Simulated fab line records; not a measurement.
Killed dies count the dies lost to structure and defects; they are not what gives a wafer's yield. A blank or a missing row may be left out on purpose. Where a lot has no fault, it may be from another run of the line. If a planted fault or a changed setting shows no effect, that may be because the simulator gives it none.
Which tool did it? -- flow gf180mcu -- 45 wafers from 15 lots sampled at 4 of the route's 602 steps

== WHAT THE GAUGES SHOWED, per wafer ==
GF_V5_THK_MEAS_03.
lot,measured,on,V5_CVD_02_THK (nm)
L456,day 26 06:08,film-metro-03,1451 1428 1460
L457,day 26 15:17,film-metro-04,1471 1433 1489
L458,day 27 05:44,film-metro-03,1435 1443 1461
L459,day 27 08:28,film-metro-04,1435 1407 1467
L460,day 27 22:43,film-metro-03,1436 1441 1472
L461,day 28 06:59,film-metro-04,1474 1495 1445
L462,day 28 15:14,film-metro-04,1438 1447 1477
L464,day 28 21:28,film-metro-03,1478 1443 1459
L466,day 29 15:00,film-metro-02,1415 1448 1451
L470,day 30 16:56,film-metro-04,1422 1448 1436
L471,day 30 23:03,film-metro-03,1441 1466 1445
L473,day 31 10:49,film-metro-02,1440 1460 1458
L475,day 31 22:59,film-metro-02,1431 1466 1454
L477,day 32 10:55,film-metro-02,1433 1457 1460
L479,day 32 22:37,film-metro-04,1439 1463 1467

GF_TOP_METAL_THK_MEAS_06: measures by xrf.
lot,measured,on,TOP_METAL_ALCU_THK (nm)
L456,day 27 05:16,film-metro-04,923 929 929
L457,day 27 13:45,film-metro-02,910 925 922
L458,day 28 03:50,film-metro-02,933 936 944
L459,day 28 06:33,film-metro-02,940 915 943
L460,day 28 20:00,film-metro-02,958 935 953
L461,day 29 04:25,film-metro-02,969 959 967
L462,day 29 13:01,film-metro-02,983 967 987
L464,day 29 18:41,film-metro-01,908 906 912
L466,day 30 10:56,film-metro-01,932 938 931
L470,day 31 12:46,film-metro-04,899 899 917
L471,day 31 19:17,film-metro-02,927 945 941
L473,day 32 06:29,film-metro-02,908 930 919
L475,day 32 18:33,film-metro-02,929 925 921
L477,day 33 08:35,film-metro-02,892 906 905
L479,day 33 17:28,film-metro-02,926 933 926

GF_TOP_METAL_CD_MEAS_14: target cd 440 nm.
lot,measured,on,cd-nm (nm)
L456,day 28 01:31,cd-sem-01,438.0 438.7 438.9
L457,day 28 09:37,cd-sem-01,433.6 433.8 435.5
L458,day 28 23:37,cd-sem-01,441.4 441.1 442.2
L459,day 29 01:56,cd-sem-02,444.0 447.2 448.4
L460,day 29 15:17,cd-sem-01,440.6 441.0 439.9
L461,day 29 23:51,cd-sem-01,442.8 445.7 444.6
L462,day 30 07:11,cd-sem-02,442.0 439.3 440.0
L464,day 30 13:17,cd-sem-01,443.1 445.3 441.6
L466,day 31 05:34,cd-sem-01,437.2 434.7 436.7
L470,day 32 05:15,cd-sem-02,437.5 440.1 438.7
L471,day 32 12:08,cd-sem-02,438.2 438.7 439.6
L473,day 32 23:16,cd-sem-01,443.9 443.7 446.1
L475,day 33 09:32,cd-sem-01,437.8 439.8 439.9
L477,day 33 21:59,cd-sem-02,440.7 439.4 442.4
L479,day 34 08:50,cd-sem-01,442.4 443.7 443.5

== WHAT TOOL EACH LOT RAN ON (gives the tool, then ch and the chambers of the sampled wafers, and finally the start) ==
lot,GF_TOP_METAL_SPUTTER_04
L456,"pvd-sputter-04, day 27 05:06"
L457,"pvd-sputter-03, day 27 13:35"
L458,"pvd-sputter-04, day 28 03:40"
L459,"pvd-sputter-01, day 28 06:24"
L460,"pvd-sputter-01, day 28 19:50"
L461,"pvd-sputter-01, day 29 04:16"
L462,"pvd-sputter-01, day 29 12:50"
L464,"pvd-sputter-01, day 29 18:33"
L466,"pvd-sputter-04, day 30 10:46"
L470,"pvd-sputter-01, day 31 12:36"
L471,"pvd-sputter-04, day 31 19:07"
L473,"pvd-sputter-04, day 32 06:20"
L475,"pvd-sputter-01, day 32 18:24"
L477,"pvd-sputter-01, day 33 08:26"
L479,"pvd-sputter-03, day 33 17:18"
- GF_TOP_METAL_SPUTTER_04: material TiN, target thk 25 nm, time 20.8 s.

== WHAT THE TOOLS THEMSELVES READ (means of the sampled wafers that have a number; where no wafer has one, the mark that the record gives instead) ==
GF_TOP_METAL_SPUTTER_04.
lot,tool,cathode-dc-power-W (W),chamber-pressure-pa (Pa),throttle-valve-pct (%)
L456,pvd-sputter-04,6499.8,0.3999,29.4
L457,pvd-sputter-03,6499.5,0.4002,29.7
L458,pvd-sputter-04,6499.6,0.4000,29.0
L459,pvd-sputter-01,6500.2,0.3998,31.2
L460,pvd-sputter-01,-,-,-
L461,pvd-sputter-01,-,-,-
L462,pvd-sputter-01,-,-,-
L464,pvd-sputter-01,6499.5,0.3995,30.7
L466,pvd-sputter-04,6498.8,0.4001,29.5
L470,pvd-sputter-01,6499.3,0.4006,30.4
L471,pvd-sputter-04,6499.3,0.3994,29.1
L473,pvd-sputter-04,6500.2,0.3999,29.3
L475,pvd-sputter-01,6499.7,0.4005,29.6
L477,pvd-sputter-01,6500.8,0.4004,30.3
L479,pvd-sputter-03,6500.3,0.4000,29.0

== THE ANSWER, worked out from the rows above alone ==
Rule: what is usual is taken from the lots themselves. The widest of any qualifying gaps counts: lots, ordered by their means at a reading, are off when they make up no more than a third of the lots, leave a main group of 4 or more, and stand apart from it by 3 or more times the standard deviation of that group's means. A main group whose means are all the same, to the digits that the tables above print for the reading, isn't used. A lot without any number at a reading at which 4 lots or more have one is off too. Where the step has rows for the other lots, those lots are counted as sound. After the gauges, taken in route order, come the tools' own readings; for these a lot's mean is taken, as printed above. The first step at which some lot is off is used, and at that step the reading that is off furthest; a lot without a number counts as furthest.
Off at GF_TOP_METAL_SPUTTER_04 (cathode-dc-power-W): L460, L461, L462. Without a number there: L460, L461, L462. The main group: mean 6499.8 W, standard deviation 0.52.
If a tool, at that step or one of the process steps before it, ran each lot that is off and ran no sound lot following the first of them, it fits. Not one of the candidates tried fits.

== WHAT WAS PUT IN BY THE SIMULATOR ==
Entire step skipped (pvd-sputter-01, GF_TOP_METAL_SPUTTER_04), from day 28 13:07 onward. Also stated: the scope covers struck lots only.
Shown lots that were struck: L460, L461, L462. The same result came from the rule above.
